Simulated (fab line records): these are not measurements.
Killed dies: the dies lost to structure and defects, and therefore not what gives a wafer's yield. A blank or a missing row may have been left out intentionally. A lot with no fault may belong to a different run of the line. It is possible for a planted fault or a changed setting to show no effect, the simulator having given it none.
fab line records :: flow sky130 :: part 2 of 2: steps 34 to 46 of 46
record
  lots=5
  wafers=15
  last-day=50
route steps=708 shown FIELD_ISO@21 NWELL@32 DNWELL@35 PWDE@45
lots untouched by any fault: they come from a run of this same line in which no faults occurred
start-h: hours from the record's opening day to when the first of the lot's shown wafers began :: wait-h: hours since the lot's step before :: " identical to the entry in the row above :: L1.1+2: one row covering several wafers at once :: - either no value or no given start :: * or withheld: withheld :: < > ~ a bound
route shown NAME@n: NAME is a module with steps in the file, n the number in the route of the first one :: usual: mean/standard deviation of fault-free wafers :: same: alike in all rows :: chamber/n: place in a boat :: sites: each site's reading :: _std_site: standard deviation across them :: _edge_site: the outer-site mean with the inner-site mean subtracted :: radius-mm: how far each site lies from the wafer's centre :: mask NAME#n: copy n :: behind: tool/chamber where the wafer was last shaped :: hold: why the lot was held/for how many hours/how that ended :: device: whichever transistor did not switch (one of n, p or np) :: end of line: the route-end tests of the same wafers :: a step with no rows: only its recipe :: killed: at the first sort, the dies lost to defects and structure; wafer yield is something else :: map: shows each die of a wafer: x if killed, . if not, _ if none is there
set.NAME: the setting that was run; set.NAME@STEP: the one run at that earlier step :: model.NAME: the simulator's own value behind a step, which no gauge read
lots at selected steps of the route; one table per step, one row per wafer
services: from which hour (start-h, from the record's first day; less than 0 if before it) a tool's chamber was out of use, for how many hours, and why
## steps
# step SKY_PWDE_STRIP_09
# recipe
  chemistry=O2/N2
  power-w=1400
  pressure-mtorr=1500
  platen-temp-c=withheld
  o2-flow-sccm=3000
  n2-flow-sccm=300
  overash-fraction=0.5
# usual
  chamber-pressure-mTorr=1499.9/1.4
  drypump-motor-current-A=5.5/0.59
  oes-product-au=0.722/0.005
  strip-time-to-endpoint-s=36.93/0.093
lot.wafer: L078.2
tool: plasma-asher-02
chamber: 0
start-h: 92.33
wait-h: 0.1
chamber-pressure-mTorr: 1498.3
drypump-motor-current-A: 5.2
oes-product-au: 0.720
rf-hours-counter-h: 37
strip-time-to-endpoint-s: 36.84

lot.wafer: L078.3
tool: plasma-asher-02
chamber: 0
start-h: 92.33
wait-h: 0.1
chamber-pressure-mTorr: 1500.0
drypump-motor-current-A: 5.2
oes-product-au: 0.733
rf-hours-counter-h: -
strip-time-to-endpoint-s: 36.94

lot.wafer: L078.6
tool: plasma-asher-02
chamber: 0
start-h: 92.33
wait-h: 0.1
chamber-pressure-mTorr: 1499.7
drypump-motor-current-A: 5.2
oes-product-au: 0.730
rf-hours-counter-h: -
strip-time-to-endpoint-s: 36.92

lot.wafer: L084.2
tool: plasma-asher-03
chamber: 1
start-h: 124.98
wait-h: 0.1
chamber-pressure-mTorr: 1499.3
drypump-motor-current-A: 6.2
oes-product-au: 0.726
rf-hours-counter-h: 32
strip-time-to-endpoint-s: 36.87

lot.wafer: L084.3
tool: plasma-asher-03
chamber: 1
start-h: 124.98
wait-h: 0.1
chamber-pressure-mTorr: 1501.1
drypump-motor-current-A: 6.2
oes-product-au: 0.723
rf-hours-counter-h: -
strip-time-to-endpoint-s: 36.91

lot.wafer: L084.5
tool: plasma-asher-03
chamber: 0
start-h: 124.98
wait-h: 0.1
chamber-pressure-mTorr: 1500.8
drypump-motor-current-A: 5.7
oes-product-au: 0.727
rf-hours-counter-h: -
strip-time-to-endpoint-s: 37.00

lot.wafer: L086.1
tool: plasma-asher-02
chamber: 1
start-h: 136.77
wait-h: 0.1
chamber-pressure-mTorr: 1501.5
drypump-motor-current-A: 5.0
oes-product-au: 0.728
rf-hours-counter-h: 41
strip-time-to-endpoint-s: 37.13

lot.wafer: L086.2
tool: plasma-asher-02
chamber: 0
start-h: 136.77
wait-h: 0.1
chamber-pressure-mTorr: 1500.7
drypump-motor-current-A: 5.2
oes-product-au: 0.718
rf-hours-counter-h: 41
strip-time-to-endpoint-s: 36.97

lot.wafer: L086.3
tool: plasma-asher-02
chamber: 1
start-h: 136.77
wait-h: 0.1
chamber-pressure-mTorr: 1500.1
drypump-motor-current-A: 5.0
oes-product-au: 0.720
rf-hours-counter-h: -
strip-time-to-endpoint-s: 37.03

lot.wafer: L088.1
tool: plasma-asher-02
chamber: 1
start-h: 144.92
wait-h: 0.1
chamber-pressure-mTorr: 1500.0
drypump-motor-current-A: 4.9
oes-product-au: 0.718
rf-hours-counter-h: 42
strip-time-to-endpoint-s: 36.89

lot.wafer: L088.2
tool: plasma-asher-02
chamber: 0
start-h: 144.92
wait-h: 0.1
chamber-pressure-mTorr: 1498.1
drypump-motor-current-A: 5.2
oes-product-au: 0.721
rf-hours-counter-h: 42
strip-time-to-endpoint-s: 36.76

lot.wafer: L088.5
tool: plasma-asher-02
chamber: 1
start-h: 144.92
wait-h: 0.1
chamber-pressure-mTorr: 1501.2
drypump-motor-current-A: 5.0
oes-product-au: 0.716
rf-hours-counter-h: -
strip-time-to-endpoint-s: 36.76

lot.wafer: L094.1
tool: plasma-asher-03
chamber: 0
start-h: 182.18
wait-h: 0.1
chamber-pressure-mTorr: 1500.0
drypump-motor-current-A: 5.6
oes-product-au: 0.712
rf-hours-counter-h: 37
strip-time-to-endpoint-s: 36.99

lot.wafer: L094.2
tool: plasma-asher-03
chamber: 1
start-h: 182.18
wait-h: 0.1
chamber-pressure-mTorr: 1499.0
drypump-motor-current-A: 6.2
oes-product-au: 0.718
rf-hours-counter-h: 37
strip-time-to-endpoint-s: 36.97

lot.wafer: L094.5
tool: plasma-asher-03
chamber: 0
start-h: 182.18
wait-h: 0.1
chamber-pressure-mTorr: 1498.9
drypump-motor-current-A: 5.7
oes-product-au: 0.714
rf-hours-counter-h: -
strip-time-to-endpoint-s: 36.94
# step SKY_PWDE_TW_MEAS_10
# usual
  PWDE_TW=377/3.6
lot.wafer: L078.2
tool: film-metro-01
chamber: -
start-h: 92.44
wait-h: 0.1
PWDE_TW: 373

lot.wafer: L078.3
tool: film-metro-01
chamber: -
start-h: 92.44
wait-h: 0.1
PWDE_TW: 373

lot.wafer: L078.6
tool: film-metro-01
chamber: -
start-h: 92.44
wait-h: 0.1
PWDE_TW: 375

lot.wafer: L084.2
tool: film-metro-01
chamber: -
start-h: 125.09
wait-h: 0.1
PWDE_TW: 377

lot.wafer: L084.3
tool: film-metro-01
chamber: -
start-h: 125.09
wait-h: 0.1
PWDE_TW: 378

lot.wafer: L084.5
tool: film-metro-01
chamber: -
start-h: 125.09
wait-h: 0.1
PWDE_TW: 375

lot.wafer: L086.1
tool: film-metro-01
chamber: -
start-h: 136.87
wait-h: 0.1
PWDE_TW: 375

lot.wafer: L086.2
tool: film-metro-01
chamber: -
start-h: 136.87
wait-h: 0.1
PWDE_TW: 376

lot.wafer: L086.3
tool: film-metro-01
chamber: -
start-h: 136.87
wait-h: 0.1
PWDE_TW: 377

lot.wafer: L088.1
tool: film-metro-01
chamber: -
start-h: 145.02
wait-h: 0.1
PWDE_TW: 378

lot.wafer: L088.2
tool: film-metro-01
chamber: -
start-h: 145.02
wait-h: 0.1
PWDE_TW: 375

lot.wafer: L088.5
tool: film-metro-01
chamber: -
start-h: 145.02
wait-h: 0.1
PWDE_TW: 377

lot.wafer: L094.1
tool: film-metro-01
chamber: -
start-h: 182.28
wait-h: 0.1
PWDE_TW: 377

lot.wafer: L094.2
tool: film-metro-01
chamber: -
start-h: 182.28
wait-h: 0.1
PWDE_TW: 376

lot.wafer: L094.5
tool: film-metro-01
chamber: -
start-h: 182.28
wait-h: 0.1
PWDE_TW: 376
# step SKY_NWELL_DEHYDRATE_03
# recipe
  temp-c=200
  time-s=60
lot.wafer: L078.2+3+6
tool: litho-track-04
chamber: 0
start-h: 100.73
wait-h: 8.3

lot.wafer: L084.2+3+5
tool: litho-track-03
chamber: 0
start-h: 133.79
wait-h: 8.7

lot.wafer: L086.1+2+3
tool: litho-track-03
chamber: 0
start-h: 146.52
wait-h: 9.6

lot.wafer: L088.1+2+5
tool: litho-track-03
chamber: 0
start-h: 152.67
wait-h: 7.6

lot.wafer: L094.1+2+5
tool: litho-track-01
chamber: 0
start-h: 192.64
wait-h: 10.3
# step SKY_NWELL_HMDS_04
# recipe
  prime-time-s=60
  prime-temp-c=120
lot.wafer: L078.2+3+6
tool: litho-track-04
chamber: 0
start-h: 100.88
wait-h: 0.1

lot.wafer: L084.2+3+5
tool: litho-track-03
chamber: 0
start-h: 133.94
wait-h: 0.1

lot.wafer: L086.1+2+3
tool: litho-track-03
chamber: 0
start-h: 146.67
wait-h: 0.1

lot.wafer: L088.1+2+5
tool: litho-track-03
chamber: 0
start-h: 152.82
wait-h: 0.1

lot.wafer: L094.1+2+5
tool: litho-track-01
chamber: 0
start-h: 192.79
wait-h: 0.1
# step SKY_NWELL_COAT_05
# recipe
  spin-rpm=2000
  resist-thk-nm=3000
lot.wafer: L078.2+3+6
tool: litho-track-04
chamber: 0
start-h: 101.03
wait-h: 0.1

lot.wafer: L084.2+3+5
tool: litho-track-03
chamber: 0
start-h: 134.09
wait-h: 0.1

lot.wafer: L086.1+2+3
tool: litho-track-03
chamber: 0
start-h: 146.82
wait-h: 0.1

lot.wafer: L088.1+2+5
tool: litho-track-03
chamber: 0
start-h: 152.97
wait-h: 0.1

lot.wafer: L094.1+2+5
tool: litho-track-01
chamber: 0
start-h: 192.94
wait-h: 0.1
# step SKY_NWELL_SOFTBAKE_06
# recipe
  temp-c=110
  time-s=withheld
lot.wafer: L078.2+3+6
tool: litho-track-04
chamber: 0
start-h: 101.18
wait-h: 0.1

lot.wafer: L084.2+3+5
tool: litho-track-03
chamber: 0
start-h: 134.25
wait-h: 0.1

lot.wafer: L086.1+2+3
tool: litho-track-03
chamber: 0
start-h: 146.97
wait-h: 0.1

lot.wafer: L088.1+2+5
tool: litho-track-03
chamber: 0
start-h: 153.12
wait-h: 0.1

lot.wafer: L094.1+2+5
tool: litho-track-01
chamber: 0
start-h: 193.09
wait-h: 0.1
# step SKY_NWELL_EXPOSE_07
# recipe
  mask-id=NWM
  na=0.6
  source-shape=conventional
  sigma-outer=0.6
  polarization=unpolarized
  target-cd-nm=840
  dose-mj=255
# usual
  reticle-temp-C=23.04/0.098
lot.wafer: L078.2
tool: iline-stepper-02
chamber: 0
start-h: -
wait-h: -
mask: NWM#0
reticle-temp-C: 22.97

lot.wafer: L078.3
tool: iline-stepper-02
chamber: 0
start-h: -
wait-h: -
mask: NWM#0
reticle-temp-C: 23.02

lot.wafer: L078.6
tool: iline-stepper-02
chamber: 0
start-h: -
wait-h: -
mask: NWM#0
reticle-temp-C: 22.98

lot.wafer: L084.2
tool: iline-stepper-02
chamber: 0
start-h: -
wait-h: -
mask: NWM#0
reticle-temp-C: 23.00

lot.wafer: L084.3
tool: iline-stepper-02
chamber: 0
start-h: -
wait-h: -
mask: NWM#0
reticle-temp-C: 22.91

lot.wafer: L084.5
tool: iline-stepper-02
chamber: 0
start-h: -
wait-h: -
mask: NWM#0
reticle-temp-C: 22.91

lot.wafer: L086.1
tool: iline-stepper-01
chamber: 0
start-h: -
wait-h: -
mask: NWM#0
reticle-temp-C: 23.07

lot.wafer: L086.2
tool: iline-stepper-01
chamber: 0
start-h: -
wait-h: -
mask: NWM#0
reticle-temp-C: 23.06

lot.wafer: L086.3
tool: iline-stepper-01
chamber: 0
start-h: -
wait-h: -
mask: NWM#0
reticle-temp-C: 23.10

lot.wafer: L088.1
tool: iline-stepper-01
chamber: 0
start-h: -
wait-h: -
mask: NWM#0
reticle-temp-C: 22.95

lot.wafer: L088.2
tool: iline-stepper-01
chamber: 0
start-h: -
wait-h: -
mask: NWM#0
reticle-temp-C: 23.02

lot.wafer: L088.5
tool: iline-stepper-01
chamber: 0
start-h: -
wait-h: -
mask: NWM#0
reticle-temp-C: 23.03

lot.wafer: L094.1
tool: iline-stepper-02
chamber: 0
start-h: -
wait-h: -
mask: NWM#0
reticle-temp-C: 22.95

lot.wafer: L094.2
tool: iline-stepper-02
chamber: 0
start-h: -
wait-h: -
mask: NWM#0
reticle-temp-C: 22.81

lot.wafer: L094.5
tool: iline-stepper-02
chamber: 0
start-h: -
wait-h: -
mask: NWM#0
reticle-temp-C: 22.87
# step SKY_NWELL_PEB_08
# recipe
  temp-c=115
  time-s=withheld
lot.wafer: L078.2+3+6
tool: litho-track-01
chamber: 0
start-h: -
wait-h: -

lot.wafer: L084.2+3+5
tool: litho-track-01
chamber: 0
start-h: -
wait-h: -

lot.wafer: L086.1+2+3
tool: litho-track-04
chamber: 0
start-h: -
wait-h: -

lot.wafer: L088.1+2+5
tool: litho-track-03
chamber: 0
start-h: -
wait-h: -

lot.wafer: L094.1+2+5
tool: litho-track-04
chamber: 0
start-h: -
wait-h: -
# step SKY_NWELL_DEVELOP_09
# recipe
  wall-angle-deg=90
  developer=TMAH
  develop-time-s=60
  dev-temp-c=23
lot.wafer: L078.2+3+6
tool: litho-track-01
chamber: 0
start-h: -
wait-h: -

lot.wafer: L084.2+3+5
tool: litho-track-01
chamber: 0
start-h: -
wait-h: -

lot.wafer: L086.1+2+3
tool: litho-track-04
chamber: 0
start-h: -
wait-h: -

lot.wafer: L088.1+2+5
tool: litho-track-03
chamber: 0
start-h: -
wait-h: -

lot.wafer: L094.1+2+5
tool: litho-track-04
chamber: 0
start-h: -
wait-h: -
# step SKY_NWELL_OVL_MEAS_10
# usual
  NWELL_00_OVL=-0.5/1.2
lot.wafer: L078.2
tool: overlay-01
chamber: -
start-h: 110.09
wait-h: -
NWELL_00_OVL[nm]: 0.0

lot.wafer: L078.3
tool: overlay-01
chamber: -
start-h: 110.09
wait-h: -
NWELL_00_OVL[nm]: -1.0

lot.wafer: L078.6
tool: overlay-01
chamber: -
start-h: 110.09
wait-h: -
NWELL_00_OVL[nm]: 0.1

lot.wafer: L084.2
tool: overlay-02
chamber: -
start-h: 144.39
wait-h: -
NWELL_00_OVL[nm]: -0.6

lot.wafer: L084.3
tool: overlay-02
chamber: -
start-h: 144.39
wait-h: -
NWELL_00_OVL[nm]: -0.2

lot.wafer: L084.5
tool: overlay-02
chamber: -
start-h: 144.39
wait-h: -
NWELL_00_OVL[nm]: -1.3

lot.wafer: L086.1
tool: overlay-02
chamber: -
start-h: 157.40
wait-h: -
NWELL_00_OVL[nm]: 1.0

lot.wafer: L086.2
tool: overlay-02
chamber: -
start-h: 157.40
wait-h: -
NWELL_00_OVL[nm]: -0.9

lot.wafer: L086.3
tool: overlay-02
chamber: -
start-h: 157.40
wait-h: -
NWELL_00_OVL[nm]: -0.7

lot.wafer: L088.1
tool: overlay-01
chamber: -
start-h: 161.97
wait-h: -
NWELL_00_OVL[nm]: -1.1

lot.wafer: L088.2
tool: overlay-01
chamber: -
start-h: 161.97
wait-h: -
NWELL_00_OVL[nm]: -0.6

lot.wafer: L088.5
tool: overlay-01
chamber: -
start-h: 161.97
wait-h: -
NWELL_00_OVL[nm]: -1.3

lot.wafer: L094.1
tool: overlay-02
chamber: -
start-h: 204.20
wait-h: -
NWELL_00_OVL[nm]: -0.6

lot.wafer: L094.2
tool: overlay-02
chamber: -
start-h: 204.20
wait-h: -
NWELL_00_OVL[nm]: -1.0

lot.wafer: L094.5
tool: overlay-02
chamber: -
start-h: 204.20
wait-h: -
NWELL_00_OVL[nm]: -1.2
# step SKY_NWELL_IMPLANT_11
# recipe
  species=P
  energy-kev=400
  dose-cm2=1.9e+13
  tilt-deg=withheld
# usual
  dose-ions-cm2=1.9002e+13/2e+10
lot.wafer: L078.2
tool: implanter-01
chamber: 0
start-h: 110.15
wait-h: 0.0
dose-ions-cm2: 1.9004e+13

lot.wafer: L078.3
tool: implanter-01
chamber: 0
start-h: 110.15
wait-h: 0.0
dose-ions-cm2: 1.8996e+13

lot.wafer: L078.6
tool: implanter-01
chamber: 0
start-h: 110.15
wait-h: 0.0
dose-ions-cm2: 1.8997e+13

lot.wafer: L084.2
tool: implanter-01
chamber: 0
start-h: 144.45
wait-h: 0.0
dose-ions-cm2: 1.8991e+13

lot.wafer: L084.3
tool: implanter-01
chamber: 0
start-h: 144.45
wait-h: 0.0
dose-ions-cm2: 1.898e+13

lot.wafer: L084.5
tool: implanter-01
chamber: 0
start-h: 144.45
wait-h: 0.0
dose-ions-cm2: 1.8993e+13

lot.wafer: L086.1
tool: implanter-04
chamber: 0
start-h: 157.44
wait-h: 0.0
dose-ions-cm2: 1.9026e+13

lot.wafer: L086.2
tool: implanter-04
chamber: 0
start-h: 157.44
wait-h: 0.0
dose-ions-cm2: 1.899e+13

lot.wafer: L086.3
tool: implanter-04
chamber: 0
start-h: 157.44
wait-h: 0.0
dose-ions-cm2: 1.8992e+13

lot.wafer: L088.1
tool: implanter-04
chamber: 0
start-h: 162.00
wait-h: 0.0
dose-ions-cm2: 1.9013e+13

lot.wafer: L088.2
tool: implanter-04
chamber: 0
start-h: 162.00
wait-h: 0.0
dose-ions-cm2: 1.9013e+13

lot.wafer: L088.5
tool: implanter-04
chamber: 0
start-h: 162.00
wait-h: 0.0
dose-ions-cm2: 1.9008e+13

lot.wafer: L094.1
tool: implanter-01
chamber: 0
start-h: 204.24
wait-h: 0.0
dose-ions-cm2: 1.9005e+13

lot.wafer: L094.2
tool: implanter-01
chamber: 0
start-h: 204.24
wait-h: 0.0
dose-ions-cm2: 1.8977e+13

lot.wafer: L094.5
tool: implanter-01
chamber: 0
start-h: 204.24
wait-h: 0.0
dose-ions-cm2: 1.8985e+13
# step SKY_NWELL_IMPLANT_12
# recipe
  species=P
  energy-kev=120
  dose-cm2=1.3e+12
  tilt-deg=withheld
# usual
  dose-ions-cm2=1.2999e+12/1.5e+09
lot.wafer: L078.2
tool: implanter-01
chamber: 0
start-h: 110.30
wait-h: 0.1
dose-ions-cm2: 1.3002e+12

lot.wafer: L078.3
tool: implanter-01
chamber: 0
start-h: 110.30
wait-h: 0.1
dose-ions-cm2: 1.3003e+12

lot.wafer: L078.6
tool: implanter-01
chamber: 0
start-h: 110.30
wait-h: 0.1
dose-ions-cm2: 1.2995e+12

lot.wafer: L084.2
tool: implanter-01
chamber: 0
start-h: 144.60
wait-h: 0.1
dose-ions-cm2: 1.3031e+12

lot.wafer: L084.3
tool: implanter-01
chamber: 0
start-h: 144.60
wait-h: 0.1
dose-ions-cm2: 1.3004e+12

lot.wafer: L084.5
tool: implanter-01
chamber: 0
start-h: 144.60
wait-h: 0.1
dose-ions-cm2: 1.3007e+12

lot.wafer: L086.1
tool: implanter-04
chamber: 0
start-h: 157.59
wait-h: 0.1
dose-ions-cm2: 1.299e+12

lot.wafer: L086.2
tool: implanter-04
chamber: 0
start-h: 157.59
wait-h: 0.1
dose-ions-cm2: 1.2989e+12

lot.wafer: L086.3
tool: implanter-04
chamber: 0
start-h: 157.59
wait-h: 0.1
dose-ions-cm2: 1.2978e+12

lot.wafer: L088.1
tool: implanter-04
chamber: 0
start-h: 162.15
wait-h: 0.1
dose-ions-cm2: 1.2986e+12

lot.wafer: L088.2
tool: implanter-04
chamber: 0
start-h: 162.15
wait-h: 0.1
dose-ions-cm2: 1.2996e+12

lot.wafer: L088.5
tool: implanter-04
chamber: 0
start-h: 162.15
wait-h: 0.1
dose-ions-cm2: 1.3008e+12

lot.wafer: L094.1
tool: implanter-01
chamber: 0
start-h: 204.39
wait-h: 0.1
dose-ions-cm2: 1.3029e+12

lot.wafer: L094.2
tool: implanter-01
chamber: 0
start-h: 204.39
wait-h: 0.1
dose-ions-cm2: 1.2992e+12

lot.wafer: L094.5
tool: implanter-01
chamber: 0
start-h: 204.39
wait-h: 0.1
dose-ions-cm2: 1.3029e+12
# step SKY_NWELL_IMPLANT_13
# recipe
  species=P
  energy-kev=50
  dose-cm2=7e+11
  tilt-deg=withheld
# usual
  dose-ions-cm2=7e+11/7.3e+08
lot.wafer: L078.2
tool: implanter-01
chamber: 0
start-h: 110.45
wait-h: 0.1
dose-ions-cm2: 7.008e+11

lot.wafer: L078.3
tool: implanter-01
chamber: 0
start-h: 110.45
wait-h: 0.1
dose-ions-cm2: 7.003e+11

lot.wafer: L078.6
tool: implanter-01
chamber: 0
start-h: 110.45
wait-h: 0.1
dose-ions-cm2: 6.998e+11

lot.wafer: L084.2
tool: implanter-01
chamber: 0
start-h: 144.75
wait-h: 0.1
dose-ions-cm2: 6.997e+11

lot.wafer: L084.3
tool: implanter-01
chamber: 0
start-h: 144.75
wait-h: 0.1
dose-ions-cm2: 6.998e+11

lot.wafer: L084.5
tool: implanter-01
chamber: 0
start-h: 144.75
wait-h: 0.1
dose-ions-cm2: 6.997e+11

lot.wafer: L086.1
tool: implanter-04
chamber: 0
start-h: 157.74
wait-h: 0.1
dose-ions-cm2: 6.997e+11

lot.wafer: L086.2
tool: implanter-04
chamber: 0
start-h: 157.74
wait-h: 0.1
dose-ions-cm2: 7.008e+11

lot.wafer: L086.3
tool: implanter-04
chamber: 0
start-h: 157.74
wait-h: 0.1
dose-ions-cm2: 6.994e+11

lot.wafer: L088.1
tool: implanter-04
chamber: 0
start-h: 162.30
wait-h: 0.1
dose-ions-cm2: 6.993e+11

lot.wafer: L088.2
tool: implanter-04
chamber: 0
start-h: 162.30
wait-h: 0.1
dose-ions-cm2: 7.006e+11

lot.wafer: L088.5
tool: implanter-04
chamber: 0
start-h: 162.30
wait-h: 0.1
dose-ions-cm2: 7.001e+11

lot.wafer: L094.1
tool: implanter-01
chamber: 0
start-h: 204.54
wait-h: 0.1
dose-ions-cm2: 6.997e+11

lot.wafer: L094.2
tool: implanter-01
chamber: 0
start-h: 204.54
wait-h: 0.1
dose-ions-cm2: 6.985e+11

lot.wafer: L094.5
tool: implanter-01
chamber: 0
start-h: 204.54
wait-h: 0.1
dose-ions-cm2: 7.001e+11
## services
tool: hdpcvd-02
chamber: 0
start-h: 31.62
hours: 15.1
kind: repair

tool: iline-stepper-02
chamber: -
start-h: 33.04
hours: 2.1
kind: pm

tool: wet-bench-01
chamber: -
start-h: 37.00
hours: 1.7
kind: repair

tool: implanter-01
chamber: -
start-h: 49.83
hours: 19.9
kind: pm

tool: implanter-03
chamber: -
start-h: 52.14
hours: 1.4
kind: repair

tool: implanter-03
chamber: -
start-h: 59.44
hours: 2.9
kind: repair

tool: cmp-01
chamber: -
start-h: 64.29
hours: 4.0
kind: pm

tool: hdpcvd-02
chamber: -
start-h: 66.75
hours: 15.0
kind: pm

tool: hdpcvd-02
chamber: -
start-h: 81.75
hours: 6.0
kind: pm

tool: hdpcvd-02
chamber: -
start-h: 87.75
hours: 5.5
kind: pm

tool: implanter-03
chamber: -
start-h: 87.92
hours: 1.8
kind: repair

tool: cmp-01
chamber: -
start-h: 102.09
hours: 2.3
kind: pm

tool: furnace-02
chamber: -
start-h: 111.63
hours: 3.1
kind: pm

tool: furnace-01
chamber: -
start-h: 111.93
hours: 12.6
kind: repair

tool: implanter-04
chamber: -
start-h: 116.08
hours: 4.8
kind: pm

tool: implanter-03
chamber: -
start-h: 123.84
hours: 5.3
kind: repair

tool: iline-stepper-01
chamber: -
start-h: 124.69
hours: 20.9
kind: repair

tool: furnace-02
chamber: -
start-h: 136.41
hours: 2.9
kind: pm

tool: implanter-03
chamber: -
start-h: 136.41
hours: 6.9
kind: pm

tool: iline-stepper-02
chamber: -
start-h: 138.49
hours: 10.2
kind: repair

tool: furnace-01
chamber: -
start-h: 140.07
hours: 3.8
kind: pm

tool: implanter-03
chamber: -
start-h: 143.30
hours: 5.0
kind: pm

tool: iline-stepper-01
chamber: -
start-h: 148.76
hours: 1.7
kind: pm

tool: implanter-01
chamber: -
start-h: 157.26
hours: 4.5
kind: pm
